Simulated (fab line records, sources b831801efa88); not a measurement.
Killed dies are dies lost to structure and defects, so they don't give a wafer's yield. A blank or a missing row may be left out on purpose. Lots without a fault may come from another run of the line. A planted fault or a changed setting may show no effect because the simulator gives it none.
fab line records | flow gf180mcu
record lots=5 wafers=15 last_day=34
route steps=602 shown MVSD@73 MVPSD@78 VT_IMPLANT@90
lots that met no fault: from a run of the same line without faults
start_h: hours from the record's first day to the start of the lot's first wafer shown | wait_h: hours since the lot's step before | " the same as in the row above | L1.1+2: a row that stands for several wafers | - no value, or no start given | * or withheld: withheld | < > ~ a bound
route shown NAME@n: a module of which the file shows steps, and the number in the route of the first | usual: mean/standard deviation of fault-free wafers | same: alike in all rows | chamber/n: place in a boat | sites: the reading at each site | _std_site: their standard deviation | _edge_site: outer sites' mean less inner sites' | radius_mm: how far each site lies from the wafer's centre | mask NAME#n: copy n | behind: the tool/chamber that last shaped the wafer | hold: why the lot was held/for how many hours/how that ended | device: the transistor (n, p or np) that didn't switch | end of line: the same wafers' tests at the end of the route | a step without rows: its recipe alone | killed: dies lost to structure and defects at the first sort, not the wafer's yield | map: a wafer's dies, x killed, . not, _ none there
set.NAME: the setting as run; set.NAME@STEP: as run at that earlier step | model.NAME: the simulator's own value behind a step, which no gauge read
lots at some steps of the route; a table a step, a row a wafer
services: from which hour (start_h, from the record's first day; less than 0 if before it) a tool's chamber was out of use, for how many hours, and why
## steps
# step GF_MVSD_OVL_MEAS_07
# usual MVSD_OVL=0.5/1.5
# columns lot.wafer tool chamber start_h wait_h MVSD_OVL[nm]
L075.1 overlay-02 - 89.72 - -0.9
L075.4 " - " " -1.0
L075.5 " - " " -0.4
L084.2 overlay-01 - 140.21 - 3.6
L084.4 " - " " 1.3
L084.6 " - " " 2.8
L085.3 overlay-02 - 145.63 - 1.6
L085.4 " - " " 1.8
L085.6 " - " " 2.9
L090.1 overlay-01 - 177.55 - -0.1
L090.4 " - " " 0.1
L090.6 " - " " -0.9
L095.4 overlay-01 - 204.87 - -0.7
L095.5 " - " " 1.8
L095.6 " - " " 1.3
# step GF_MVSD_IMPLANT_08
# recipe species=P energy_kev=400 dose_cm2=1.6e+13 tilt_deg=0
# columns lot.wafer tool chamber start_h wait_h
L075.1+4+5 implanter-04 0 89.76 0.0
L084.2+4+6 implanter-04 0 140.26 0.0
L085.3+4+6 implanter-02 0 145.71 0.1
L090.1+4+6 implanter-02 0 177.59 0.0
L095.4+5+6 implanter-01 0 204.96 0.1
# step GF_MVSD_IMPLANT_09
# recipe species=P energy_kev=100 dose_cm2=5e+12 tilt_deg=0
# columns lot.wafer tool chamber start_h wait_h
L075.1+4+5 implanter-04 0 89.91 0.1
L084.2+4+6 implanter-04 0 140.41 0.1
L085.3+4+6 implanter-02 0 145.86 0.1
L090.1+4+6 implanter-02 0 177.74 0.1
L095.4+5+6 implanter-01 0 205.11 0.1
# step GF_MVSD_STRIP_10
# recipe chemistry=O2/N2 power_w=1400 pressure_mtorr=1500 platen_temp_c=250 o2_flow_sccm=2943 n2_flow_sccm=300 overash_fraction=0.5
# usual drypump_motor_current_A=6.02/0.2 heater_power_w=358/44 oes_product_au=0.722/0.0045 strip_time_to_endpoint_s=36.98/0.11
# columns lot.wafer tool chamber start_h wait_h drypump_motor_current_A heater_power_w oes_product_au rf_hours_counter_h strip_time_to_endpoint_s
L075.1 plasma_asher-01 0 90.06 0.1 5.88 416 0.720 44 36.71
L075.4 " 1 " " 5.55 381 0.724 - 36.85
L075.5 " 0 " " 5.88 413 0.724 - 36.83
L084.2 plasma_asher-02 0 140.54 0.1 5.94 310 0.727 2 36.99
L084.4 " 1 " " 6.13 305 0.719 - 36.88
L084.6 " 0 " " 5.94 308 0.722 - 36.90
L085.3 plasma_asher-04 1 145.99 0.1 6.04 326 0.724 - 36.95
L085.4 " 0 " " 6.19 405 0.726 - 36.92
L085.6 " 0 " " 6.25 415 0.725 - 36.91
L090.1 plasma_asher-04 1 177.89 0.1 6.06 323 0.717 52 36.95
L090.4 " 1 " " 6.08 319 0.722 - 36.83
L090.6 " 0 " " 6.25 401 0.723 - 36.82
L095.4 plasma_asher-04 1 205.22 0.1 6.07 318 0.724 - 37.03
L095.5 " 0 " " 6.21 404 0.722 - 37.03
L095.6 " 1 " " 6.06 321 0.718 - 36.92
# step GF_MVSD_TW_MEAS_11
# usual MVSD_TW=1578/12
# columns lot.wafer tool chamber start_h wait_h MVSD_TW
L075.1 film_metro-01 - 90.16 0.1 1571
L075.4 " - " " 1569
L075.5 " - " " 1577
L084.2 film_metro-01 - 140.65 0.1 1578
L084.4 " - " " 1572
L084.6 " - " " 1572
L085.3 film_metro-01 - 146.08 0.1 1564
L085.4 " - " " 1564
L085.6 " - " " 1573
L090.1 film_metro-01 - 177.99 0.1 1575
L090.4 " - " " 1572
L090.6 " - " " 1569
L095.4 film_metro-04 - 205.31 0.1 1606
L095.5 " - " " 1602
L095.6 " - " " 1599
# step GF_MVPSD_DEHYDRATE_00
# recipe temp_c=200 time_s=60
# same time_s=60
# columns lot.wafer tool chamber start_h wait_h
L075.1+4+5 litho_track-01 0 96.72 6.6
L084.2+4+6 litho_track-04 0 147.67 7.0
L085.3+4+6 litho_track-04 0 153.50 7.4
L090.1+4+6 litho_track-01 0 185.32 7.3
L095.4+5+6 litho_track-04 0 213.52 8.2
# step GF_MVPSD_HMDS_01
# recipe prime_time_s=60 prime_temp_c=120
# columns lot.wafer tool chamber start_h wait_h
L075.1+4+5 litho_track-01 0 96.87 0.1
L084.2+4+6 litho_track-04 0 147.82 0.1
L085.3+4+6 litho_track-04 0 153.65 0.1
L090.1+4+6 litho_track-01 0 185.47 0.1
L095.4+5+6 litho_track-04 0 213.67 0.1
# step GF_MVPSD_COAT_02
# recipe spin_rpm=2000 resist_thk_nm=3000
# columns lot.wafer tool chamber start_h wait_h
L075.1+4+5 litho_track-01 0 97.02 0.1
L084.2+4+6 litho_track-04 0 147.97 0.1
L085.3+4+6 litho_track-04 0 153.80 0.1
L090.1+4+6 litho_track-01 0 185.62 0.1
L095.4+5+6 litho_track-04 0 213.82 0.1
# step GF_MVPSD_SOFTBAKE_03
# recipe temp_c=109.5 time_s=withheld
# columns lot.wafer tool chamber start_h wait_h
L075.1+4+5 litho_track-01 0 97.17 0.1
L084.2+4+6 litho_track-04 0 148.13 0.1
L085.3+4+6 litho_track-04 0 153.96 0.1
L090.1+4+6 litho_track-01 0 185.77 0.1
L095.4+5+6 litho_track-04 0 214.00 0.1
# step GF_MVPSD_EXPOSE_04
# recipe mask_id=MVPSD target_cd_nm=1000 na=0.6 source_shape=conventional sigma_outer=0.6 dose_mj=260
# same na=0.6 sigma_outer=0.6
# columns lot.wafer tool chamber start_h wait_h mask
L075.1+4+5 iline_stepper-01 0 - - MVPSD#0
L084.2+4+6 iline_stepper-02 0 - - MVPSD#0
L085.3+4+6 iline_stepper-02 0 - - MVPSD#0
L090.1+4+6 iline_stepper-01 0 - - MVPSD#0
L095.4+5+6 iline_stepper-02 0 - - MVPSD#0
# step GF_MVPSD_PEB_05
# recipe temp_c=115 time_s=withheld
# columns lot.wafer tool chamber start_h wait_h
L075.1+4+5 litho_track-04 0 - -
L084.2+4+6 litho_track-01 0 - -
L085.3+4+6 litho_track-01 0 - -
L090.1+4+6 litho_track-02 0 - -
L095.4+5+6 litho_track-04 0 - -
# step GF_MVPSD_DEVELOP_06
# recipe wall_angle_deg=90 develop_time_s=60 dev_temp_c=23
# columns lot.wafer tool chamber start_h wait_h
L075.1+4+5 litho_track-04 0 - -
L084.2+4+6 litho_track-01 0 - -
L085.3+4+6 litho_track-01 0 - -
L090.1+4+6 litho_track-02 0 - -
L095.4+5+6 litho_track-04 0 - -
# step GF_MVPSD_OVL_MEAS_07
# usual MVPSD_OVL=-1.2/1.5
# columns lot.wafer tool chamber start_h wait_h MVPSD_OVL[nm]
L075.1 overlay-02 - 104.30 - -0.4
L075.4 " - " " -2.0
L075.5 " - " " 0.7
L084.2 overlay-02 - 156.03 - -2.4
L084.4 " - " " 0.1
L084.6 " - " " -1.3
L085.3 overlay-02 - 161.43 - 0.6
L085.4 " - " " 0.1
L085.6 " - " " -0.2
L090.1 overlay-01 - 193.72 - -3.0
L090.4 " - " " -4.0
L090.6 " - " " -4.4
L095.4 overlay-02 - 223.01 - -0.4
L095.5 " - " " -0.1
L095.6 " - " " 0.4
# step GF_MVPSD_IMPLANT_08
# recipe species=B energy_kev=170 dose_cm2=1.5e+13 tilt_deg=0
# columns lot.wafer tool chamber start_h wait_h
L075.1+4+5 implanter-01 0 104.33 0.0
L084.2+4+6 implanter-01 0 156.08 0.0
L085.3+4+6 implanter-04 0 161.51 0.1
L090.1+4+6 implanter-01 0 193.76 0.0
L095.4+5+6 implanter-03 0 223.11 0.1
# step GF_MVPSD_IMPLANT_09
# recipe species=B energy_kev=40 dose_cm2=5e+12 tilt_deg=0
# columns lot.wafer tool chamber start_h wait_h
L075.1+4+5 implanter-01 0 104.48 0.1
L084.2+4+6 implanter-01 0 156.23 0.1
L085.3+4+6 implanter-04 0 161.66 0.1
L090.1+4+6 implanter-01 0 193.91 0.1
L095.4+5+6 implanter-03 0 223.26 0.1
# step GF_MVPSD_STRIP_10
# recipe chemistry=O2/N2 power_w=1400 pressure_mtorr=1500 platen_temp_c=250 o2_flow_sccm=3000 n2_flow_sccm=300 overash_fraction=0.5
# usual drypump_motor_current_A=5.75/0.28 heater_power_w=364/34 oes_product_au=0.723/0.0044 strip_time_to_endpoint_s=37.00/0.1
# columns lot.wafer tool chamber start_h wait_h drypump_motor_current_A heater_power_w oes_product_au rf_hours_counter_h strip_time_to_endpoint_s
L075.1 plasma_asher-03 0 104.63 0.1 5.30 357 0.722 30 36.83
L075.4 " 0 " " 5.28 356 0.729 - 36.89
L075.5 " 1 " " 6.05 336 0.719 - 37.00
L084.2 plasma_asher-02 0 156.36 0.1 5.92 311 0.716 4 37.15
L084.4 " 0 " " 5.93 321 0.724 - 37.08
L084.6 " 0 " " 5.94 318 0.716 - 36.97
L085.3 plasma_asher-02 0 161.79 0.1 5.94 315 0.724 - 37.04
L085.4 " 1 " " 6.10 310 0.725 - 36.97
L085.6 " 1 " " 6.11 325 0.723 - 36.86
L090.1 plasma_asher-03 1 194.06 0.1 6.07 339 0.724 40 37.14
L090.4 " 0 " " 5.32 356 0.720 - 37.15
L090.6 " 1 " " 6.07 343 0.721 - 37.03
L095.4 plasma_asher-03 1 223.36 0.1 6.05 339 0.728 - 36.96
L095.5 " 0 " " 5.32 357 0.717 - 37.04
L095.6 " 1 " " 6.05 337 0.724 - 36.84
# step GF_MVPSD_TW_MEAS_11
# usual MVPSD_TW=553/4
# columns lot.wafer tool chamber start_h wait_h MVPSD_TW
L075.1 film_metro-04 - 104.73 0.1 560
L075.4 " - " " 561
L075.5 " - " " 561
L084.2 film_metro-03 - 156.47 0.1 550
L084.4 " - " " 551
L084.6 " - " " 553
L085.3 film_metro-03 - 161.88 0.1 550
L085.4 " - " " 552
L085.6 " - " " 550
L090.1 film_metro-04 - 194.16 0.1 560
L090.4 " - " " 561
L090.6 " - " " 563
L095.4 film_metro-03 - 223.46 0.1 552
L095.5 " - " " 553
L095.6 " - " " 552
# step GF_VT_IMPLANT_DEHYDRATE_00
# recipe temp_c=200 time_s=60
# same time_s=60
# columns lot.wafer tool chamber start_h wait_h
L075.1+4+5 litho_track-04 0 110.80 6.1
L084.2+4+6 litho_track-03 0 163.92 7.4
L085.3+4+6 litho_track-04 0 169.45 7.6
L090.1+4+6 litho_track-03 0 202.45 8.3
L095.4+5+6 litho_track-01 0 231.64 8.2
# step GF_VT_IMPLANT_HMDS_01
# recipe prime_time_s=60 prime_temp_c=120
# columns lot.wafer tool chamber start_h wait_h
L075.1+4+5 litho_track-04 0 110.95 0.1
L084.2+4+6 litho_track-03 0 164.07 0.1
L085.3+4+6 litho_track-04 0 169.60 0.1
L090.1+4+6 litho_track-03 0 202.60 0.1
L095.4+5+6 litho_track-01 0 231.79 0.1
# step GF_VT_IMPLANT_COAT_02
# recipe resist=NOVOLAK spin_rpm=3000 resist_thk_nm=1000
# columns lot.wafer tool chamber start_h wait_h
L075.1+4+5 litho_track-04 0 111.10 0.1
L084.2+4+6 litho_track-03 0 164.22 0.1
L085.3+4+6 litho_track-04 0 169.75 0.1
L090.1+4+6 litho_track-03 0 202.75 0.1
L095.4+5+6 litho_track-01 0 231.94 0.1
# step GF_VT_IMPLANT_SOFTBAKE_03
# recipe temp_c=90 time_s=60 resist=NOVOLAK
# same time_s=60
# columns lot.wafer tool chamber start_h wait_h
L075.1+4+5 litho_track-04 0 111.25 0.1
L084.2+4+6 litho_track-03 0 164.37 0.1
L085.3+4+6 litho_track-04 0 169.90 0.1
L090.1+4+6 litho_track-03 0 202.90 0.1
L095.4+5+6 litho_track-01 0 232.09 0.1
# step GF_VT_IMPLANT_EXPOSE_04
# recipe mask_id=LVPWELL_LV_AREA target_cd_nm=600 na=0.6 source_shape=conventional sigma_outer=0.6 dose_mj=140
# same na=0.6 sigma_outer=0.6
# columns lot.wafer tool chamber start_h wait_h mask
L075.1+4+5 iline_stepper-01 0 - - LVPWELL_LV_AREA#0
L084.2+4+6 iline_stepper-01 0 - - LVPWELL_LV_AREA#0
L085.3+4+6 iline_stepper-02 0 - - LVPWELL_LV_AREA#0
L090.1+4+6 iline_stepper-01 0 - - LVPWELL_LV_AREA#0
L095.4+5+6 iline_stepper-01 0 - - LVPWELL_LV_AREA#0
# step GF_VT_IMPLANT_PEB_05
# recipe temp_c=withheld time_s=* resist=NOVOLAK
# same time_s=*
# columns lot.wafer tool chamber start_h wait_h
L075.1+4+5 litho_track-04 0 - -
L084.2+4+6 litho_track-04 0 - -
L085.3+4+6 litho_track-01 0 - -
L090.1+4+6 litho_track-03 0 - -
L095.4+5+6 litho_track-03 0 - -
# step GF_VT_IMPLANT_DEVELOP_06
# recipe develop_time_s=60 dev_temp_c=23
# columns lot.wafer tool chamber start_h wait_h
L075.1+4+5 litho_track-04 0 118.30 0.1
L084.2+4+6 litho_track-04 0 172.12 0.1
L085.3+4+6 litho_track-01 0 177.87 0.1
L090.1+4+6 litho_track-03 0 211.80 0.1
L095.4+5+6 litho_track-03 0 240.87 0.1
# step GF_VT_IMPLANT_OVL_MEAS_07
# usual VT_IMPLANT_OVL=-0.8/1.6
# columns lot.wafer tool chamber start_h wait_h VT_IMPLANT_OVL[nm]
L075.1 overlay-01 - 118.45 0.1 -2.4
L075.4 " - " " -1.7
L075.5 " - " " -2.3
L084.2 overlay-02 - 172.25 0.1 -1.9
L084.4 " - " " -1.8
L084.6 " - " " -1.4
L085.3 overlay-01 - 177.98 0.1 0.6
L085.4 " - " " -1.5
L085.6 " - " " -2.2
L090.1 overlay-02 - 211.95 0.1 -2.3
L090.4 " - " " 0.3
L090.6 " - " " -1.3
L095.4 overlay-01 - 240.97 0.1 -1.1
L095.5 " - " " -1.6
L095.6 " - " " -0.4
# step GF_VT_IMPLANT_IMPLANT_08
# recipe species=BF2 energy_kev=20 dose_cm2=8.29e+12 tilt_deg=7
# columns lot.wafer tool chamber start_h wait_h
L075.1+4+5 implanter-04 0 118.48 0.0
L084.2+4+6 implanter-03 0 172.31 0.0
L085.3+4+6 implanter-04 0 178.06 0.1
L090.1+4+6 implanter-03 0 211.98 0.0
L095.4+5+6 implanter-03 0 241.06 0.1
# step GF_VT_IMPLANT_STRIP_09
# recipe chemistry=O2/N2 power_w=1400 pressure_mtorr=1500 platen_temp_c=250 o2_flow_sccm=3000 n2_flow_sccm=300 overash_fraction=0.5
# usual drypump_motor_current_A=6.0/0.31 heater_power_w=347/37 oes_product_au=0.716/0.0047 strip_time_to_endpoint_s=12.61/0.038
# columns lot.wafer tool chamber start_h wait_h drypump_motor_current_A heater_power_w oes_product_au rf_hours_counter_h strip_time_to_endpoint_s
L075.1 plasma_asher-03 1 118.63 0.1 6.1 343 0.716 32 12.70
L075.4 " 1 " " 6.1 331 0.709 - 12.71
L075.5 " 1 " " 6.1 334 0.712 - 12.70
L084.2 plasma_asher-04 0 172.43 0.1 6.2 402 0.719 52 12.57
L084.4 " 0 " " 6.3 412 0.727 - 12.57
L084.6 " 0 " " 6.3 412 0.714 - 12.58
L085.3 plasma_asher-02 0 178.19 0.1 5.9 321 0.711 - 12.64
L085.4 " 1 " " 6.1 316 0.722 - 12.67
L085.6 " 0 " " 5.9 305 0.713 - 12.65
L090.1 plasma_asher-04 0 212.13 0.1 6.3 413 0.718 56 12.62
L090.4 " 1 " " 6.1 322 0.703 - 12.61
L090.6 " 1 " " 6.1 314 0.711 - 12.59
L095.4 plasma_asher-04 1 241.17 0.1 6.1 322 0.717 - 12.60
L095.5 " 0 " " 6.2 406 0.721 - 12.69
L095.6 " 1 " " 6.1 315 0.716 - 12.64
# step GF_VT_IMPLANT_TW_MEAS_10
# usual VT_IMPLANT_TW=561/3.7
# columns lot.wafer tool chamber start_h wait_h VT_IMPLANT_TW
L075.1 film_metro-01 - 118.73 0.1 561
L075.4 " - " " 561
L075.5 " - " " 556
L084.2 film_metro-02 - 172.54 0.1 558
L084.4 " - " " 561
L084.6 " - " " 559
L085.3 film_metro-02 - 178.28 0.1 559
L085.4 " - " " 557
L085.6 " - " " 561
L090.1 film_metro-02 - 212.23 0.1 559
L090.4 " - " " 560
L090.6 " - " " 560
L095.4 film_metro-01 - 241.26 0.1 561
L095.5 " - " " 559
L095.6 " - " " 559
# step GF_VT_IMPLANT_DEHYDRATE_11
# recipe temp_c=200 time_s=60
# same time_s=60
# columns lot.wafer tool chamber start_h wait_h
L075.1+4+5 litho_track-01 0 124.87 6.1
L084.2+4+6 litho_track-01 0 180.50 7.9
L085.3+4+6 litho_track-04 0 186.15 7.9
L090.1+4+6 litho_track-01 0 220.37 8.1
L095.4+5+6 litho_track-01 0 249.94 8.7
# step GF_VT_IMPLANT_HMDS_12
# recipe prime_time_s=60 prime_temp_c=120
# columns lot.wafer tool chamber start_h wait_h
L075.1+4+5 litho_track-01 0 125.02 0.1
L084.2+4+6 litho_track-01 0 180.65 0.1
L085.3+4+6 litho_track-04 0 186.30 0.1
L090.1+4+6 litho_track-01 0 220.52 0.1
L095.4+5+6 litho_track-01 0 250.09 0.1
# step GF_VT_IMPLANT_COAT_13
# recipe resist=NOVOLAK spin_rpm=3000 resist_thk_nm=1000
# columns lot.wafer tool chamber start_h wait_h
L075.1+4+5 litho_track-01 0 125.17 0.1
L084.2+4+6 litho_track-01 0 180.80 0.1
L085.3+4+6 litho_track-04 0 186.45 0.1
L090.1+4+6 litho_track-01 0 220.67 0.1
L095.4+5+6 litho_track-01 0 250.24 0.1
# step GF_VT_IMPLANT_SOFTBAKE_14
# recipe temp_c=90 time_s=60 resist=NOVOLAK
# same time_s=60
# columns lot.wafer tool chamber start_h wait_h
L075.1+4+5 litho_track-01 0 125.32 0.1
L084.2+4+6 litho_track-01 0 180.95 0.1
L085.3+4+6 litho_track-04 0 186.60 0.1
L090.1+4+6 litho_track-01 0 220.82 0.1
L095.4+5+6 litho_track-01 0 250.39 0.1
# step GF_VT_IMPLANT_EXPOSE_15
# recipe mask_id=Nwell_LV_AREA target_cd_nm=860 na=0.6 source_shape=conventional sigma_outer=0.6 dose_mj=140
# same na=0.6 sigma_outer=0.6
# columns lot.wafer tool chamber start_h wait_h mask
L075.1+4+5 iline_stepper-01 0 - - Nwell_LV_AREA#0
L084.2+4+6 iline_stepper-02 0 - - Nwell_LV_AREA#0
L085.3+4+6 iline_stepper-02 0 - - Nwell_LV_AREA#0
L090.1+4+6 iline_stepper-01 0 - - Nwell_LV_AREA#0
L095.4+5+6 iline_stepper-02 0 - - Nwell_LV_AREA#0
# step GF_VT_IMPLANT_PEB_16
# recipe temp_c=withheld time_s=* resist=NOVOLAK
# same time_s=*
# columns lot.wafer tool chamber start_h wait_h
L075.1+4+5 litho_track-03 0 - -
L084.2+4+6 litho_track-04 0 - -
L085.3+4+6 litho_track-01 0 - -
L090.1+4+6 litho_track-01 0 - -
L095.4+5+6 litho_track-01 0 - -
# step GF_VT_IMPLANT_DEVELOP_17
# recipe develop_time_s=60 dev_temp_c=23
# columns lot.wafer tool chamber start_h wait_h
L075.1+4+5 litho_track-03 0 133.20 0.1
L084.2+4+6 litho_track-04 0 189.07 0.1
L085.3+4+6 litho_track-01 0 194.72 0.1
L090.1+4+6 litho_track-01 0 229.82 0.1
L095.4+5+6 litho_track-01 0 259.74 0.1
# step GF_VT_IMPLANT_OVL_MEAS_18
# usual VT_IMPLANT_01_OVL=-1.2/1.4
# columns lot.wafer tool chamber start_h wait_h VT_IMPLANT_01_OVL[nm]
L075.1 overlay-02 - 133.35 0.1 2.2
L075.4 " - " " 1.7
L075.5 " - " " 1.4
L084.2 overlay-02 - 189.20 0.1 -1.8
L084.4 " - " " -1.9
L084.6 " - " " -0.6
L085.3 overlay-01 - 194.83 0.1 -3.5
L085.4 " - " " -3.9
L085.6 " - " " -2.2
L090.1 overlay-01 - 229.97 0.1 -0.7
L090.4 " - " " -0.9
L090.6 " - " " -0.8
L095.4 overlay-02 - 259.84 0.1 0.6
L095.5 " - " " -2.2
L095.6 " - " " -1.0
# step GF_VT_IMPLANT_IMPLANT_19
# recipe species=As energy_kev=100 dose_cm2=4.589e+12 tilt_deg=7
# columns lot.wafer tool chamber start_h wait_h
L075.1+4+5 implanter-02 0 133.39 0.0
L084.2+4+6 implanter-04 0 189.26 0.0
L085.3+4+6 implanter-04 0 194.91 0.1
L090.1+4+6 implanter-02 0 230.01 0.0
L095.4+5+6 implanter-03 0 259.93 0.1
# step GF_VT_IMPLANT_STRIP_20
# recipe chemistry=O2/N2 power_w=1400 pressure_mtorr=1500 platen_temp_c=250 o2_flow_sccm=3000 n2_flow_sccm=300 overash_fraction=0.5
# usual drypump_motor_current_A=6.0/0.3 heater_power_w=351/38 oes_product_au=0.715/0.0042 strip_time_to_endpoint_s=12.62/0.037
# columns lot.wafer tool chamber start_h wait_h drypump_motor_current_A heater_power_w oes_product_au rf_hours_counter_h strip_time_to_endpoint_s
L075.1 plasma_asher-04 0 133.54 0.1 6.3 402 0.727 47 12.63
L075.4 " 0 " " 6.3 406 0.706 - 12.61
L075.5 " 1 " " 6.0 319 0.712 - 12.62
L084.2 plasma_asher-03 0 189.38 0.1 5.3 365 0.715 40 12.60
L084.4 " 0 " " 5.3 356 0.715 - 12.62
L084.6 " 1 " " 6.1 332 0.711 - 12.57
L085.3 plasma_asher-03 1 195.04 0.1 6.1 338 0.709 - 12.60
L085.4 " 0 " " 5.3 366 0.721 - 12.61
L085.6 " 1 " " 6.1 328 0.719 - 12.56
L090.1 plasma_asher-04 1 230.16 0.1 6.1 320 0.716 58 12.63
L090.4 " 1 " " 6.1 318 0.711 - 12.64
L090.6 " 0 " " 6.3 408 0.719 - 12.68
L095.4 plasma_asher-04 0 260.04 0.1 6.2 411 0.717 - 12.64
L095.5 " 0 " " 6.3 407 0.710 - 12.65
L095.6 " 1 " " 6.1 326 0.719 - 12.68
# step GF_VT_IMPLANT_TW_MEAS_21
# usual VT_IMPLANT_2_TW=1235/11
# columns lot.wafer tool chamber start_h wait_h VT_IMPLANT_2_TW
L075.1 film_metro-04 - 133.64 0.1 1249
L075.4 " - " " 1255
L075.5 " - " " 1244
L084.2 film_metro-01 - 189.49 0.1 1229
L084.4 " - " " 1230
L084.6 " - " " 1228
L085.3 film_metro-01 - 195.13 0.1 1235
L085.4 " - " " 1232
L085.6 " - " " 1229
L090.1 film_metro-01 - 230.26 0.1 1222
L090.4 " - " " 1229
L090.6 " - " " 1224
L095.4 film_metro-01 - 260.13 0.1 1226
L095.5 " - " " 1230
L095.6 " - " " 1220
# step GF_VT_IMPLANT_DEHYDRATE_22
# recipe temp_c=200 time_s=60
# same time_s=60
# columns lot.wafer tool chamber start_h wait_h
L075.1+4+5 litho_track-01 0 140.02 6.4
L084.2+4+6 litho_track-03 0 197.17 7.7
L085.3+4+6 litho_track-01 0 203.72 8.6
L090.1+4+6 litho_track-03 0 238.75 8.5
L095.4+5+6 litho_track-03 0 269.62 9.5
# step GF_VT_IMPLANT_HMDS_23
# recipe prime_time_s=60 prime_temp_c=120
# columns lot.wafer tool chamber start_h wait_h
L075.1+4+5 litho_track-01 0 140.17 0.1
L084.2+4+6 litho_track-03 0 197.32 0.1
L085.3+4+6 litho_track-01 0 203.87 0.1
L090.1+4+6 litho_track-03 0 238.90 0.1
L095.4+5+6 litho_track-03 0 269.77 0.1
# step GF_VT_IMPLANT_COAT_24
# recipe resist=NOVOLAK spin_rpm=3000 resist_thk_nm=1000
# columns lot.wafer tool chamber start_h wait_h
L075.1+4+5 litho_track-01 0 140.32 0.1
L084.2+4+6 litho_track-03 0 197.47 0.1
L085.3+4+6 litho_track-01 0 204.02 0.1
L090.1+4+6 litho_track-03 0 239.05 0.1
L095.4+5+6 litho_track-03 0 269.92 0.1
# step GF_VT_IMPLANT_SOFTBAKE_25
# recipe temp_c=90 time_s=60 resist=NOVOLAK
# same time_s=60
# columns lot.wafer tool chamber start_h wait_h
L075.1+4+5 litho_track-01 0 140.47 0.1
L084.2+4+6 litho_track-03 0 197.62 0.1
L085.3+4+6 litho_track-01 0 204.17 0.1
L090.1+4+6 litho_track-03 0 239.20 0.1
L095.4+5+6 litho_track-03 0 270.07 0.1
# step GF_VT_IMPLANT_EXPOSE_26
# recipe mask_id=LVPWELL_HV_AREA target_cd_nm=860 na=0.6 source_shape=conventional sigma_outer=0.6 dose_mj=140
# same na=0.6 sigma_outer=0.6
# columns lot.wafer tool chamber start_h wait_h mask
L075.1+4+5 iline_stepper-01 0 - - LVPWELL_HV_AREA#0
L084.2+4+6 iline_stepper-01 0 - - LVPWELL_HV_AREA#0
L085.3+4+6 iline_stepper-01 0 - - LVPWELL_HV_AREA#0
L090.1+4+6 iline_stepper-02 0 - - LVPWELL_HV_AREA#0
L095.4+5+6 iline_stepper-01 0 - - LVPWELL_HV_AREA#0
# step GF_VT_IMPLANT_PEB_27
# recipe temp_c=withheld time_s=* resist=NOVOLAK
# same time_s=*
# columns lot.wafer tool chamber start_h wait_h
L075.1+4+5 litho_track-01 0 - -
L084.2+4+6 litho_track-01 0 - -
L085.3+4+6 litho_track-04 0 - -
L090.1+4+6 litho_track-03 0 - -
L095.4+5+6 litho_track-03 0 - -
# step GF_VT_IMPLANT_DEVELOP_28
# recipe develop_time_s=60 dev_temp_c=23
# columns lot.wafer tool chamber start_h wait_h
L075.1+4+5 litho_track-01 0 148.32 0.1
L084.2+4+6 litho_track-01 0 206.59 0.1
L085.3+4+6 litho_track-04 0 212.70 0.1
L090.1+4+6 litho_track-03 0 248.45 0.1
L095.4+5+6 litho_track-03 0 278.52 0.1
# step GF_VT_IMPLANT_OVL_MEAS_29
# usual VT_IMPLANT_02_OVL=-0.7/1.6
# columns lot.wafer tool chamber start_h wait_h VT_IMPLANT_02_OVL[nm]
L075.1 overlay-02 - 148.47 0.1 0.4
L075.4 " - " " 2.0
L075.5 " - " " 1.3
L084.2 overlay-02 - 206.73 0.1 -0.1
L084.4 " - " " 1.7
L084.6 " - " " 0.2
L085.3 overlay-02 - 212.81 0.1 0.0
L085.4 " - " " 0.8
L085.6 " - " " 1.6
L090.1 overlay-01 - 248.60 0.1 0.3
L090.4 " - " " -0.9
L090.6 " - " " 1.3
L095.4 overlay-02 - 278.62 0.1 -1.1
L095.5 " - " " -1.1
L095.6 " - " " -1.9
# step GF_VT_IMPLANT_IMPLANT_30
# recipe species=B energy_kev=25 dose_cm2=2.534e+12 tilt_deg=7
# columns lot.wafer tool chamber start_h wait_h
L075.1+4+5 implanter-04 0 148.51 0.0
L084.2+4+6 implanter-02 0 206.78 0.0
L085.3+4+6 implanter-02 0 212.88 0.1
L090.1+4+6 implanter-02 0 248.63 0.0
L095.4+5+6 implanter-02 0 278.71 0.1
# step GF_VT_IMPLANT_STRIP_31
# recipe chemistry=O2/N2 power_w=1400 pressure_mtorr=1500 platen_temp_c=250 o2_flow_sccm=3000 n2_flow_sccm=300 overash_fraction=0.5
# usual drypump_motor_current_A=5.98/0.3 heater_power_w=345/37 oes_product_au=0.716/0.0044 strip_time_to_endpoint_s=12.61/0.038
# columns lot.wafer tool chamber start_h wait_h drypump_motor_current_A heater_power_w oes_product_au rf_hours_counter_h strip_time_to_endpoint_s
L075.1 plasma_asher-04 1 148.66 0.1 6.05 324 0.717 49 12.60
L075.4 " 1 " " 6.06 318 0.720 - 12.63
L075.5 " 1 " " 6.04 330 0.707 - 12.59
L084.2 plasma_asher-04 0 206.91 0.1 6.24 405 0.707 55 12.60
L084.4 " 0 " " 6.26 417 0.710 - 12.58
L084.6 " 0 " " 6.25 417 0.714 - 12.56
L085.3 plasma_asher-03 1 213.01 0.1 6.05 322 0.717 - 12.57
L085.4 " 0 " " 5.29 362 0.724 - 12.60
L085.6 " 0 " " 5.30 371 0.719 - 12.59
L090.1 plasma_asher-02 1 248.78 0.1 6.05 311 0.714 12 12.59
L090.4 " 0 " " 5.92 312 0.718 - 12.56
L090.6 " 1 " " 6.11 309 0.712 - 12.56
L095.4 plasma_asher-02 0 278.82 0.1 5.93 309 0.717 - 12.64
L095.5 " 1 " " 6.12 308 0.719 - 12.63
L095.6 " 0 " " 5.92 316 0.721 - 12.62
## services
# columns tool chamber start_h hours kind
iline_stepper-01 0 85.00 - calibration
iline_stepper-01 - 93.76 1.7 pm
plasma_asher-02 - 108.75 9.0 pm
plasma_asher-02 0 108.75 9.0 vent_cycle
plasma_asher-02 1 108.75 9.0 vent_cycle
plasma_asher-02 0 117.75 - clean
plasma_asher-02 1 117.75 - clean
iline_stepper-02 0 158.43 - calibration
plasma_asher-02 - 161.97 14.6 pm
iline_stepper-02 - 162.33 1.7 pm
plasma_asher-01 - 170.09 1.5 repair
plasma_asher-03 - 173.56 0.5 repair
plasma_asher-03 - 176.81 2.4 repair
implanter-02 - 210.45 2.3 repair
implanter-01 - 218.23 1.8 repair
litho_track-01 - 219.50 - consumable_replace:filter
implanter-01 - 221.38 2.5 pm
implanter-03 - 255.34 2.7 pm
plasma_asher-03 - 266.85 33.5 repair
implanter-04 - 267.19 2.6 repair
iline_stepper-01 - 278.81 1.9 repair
## key
fault none
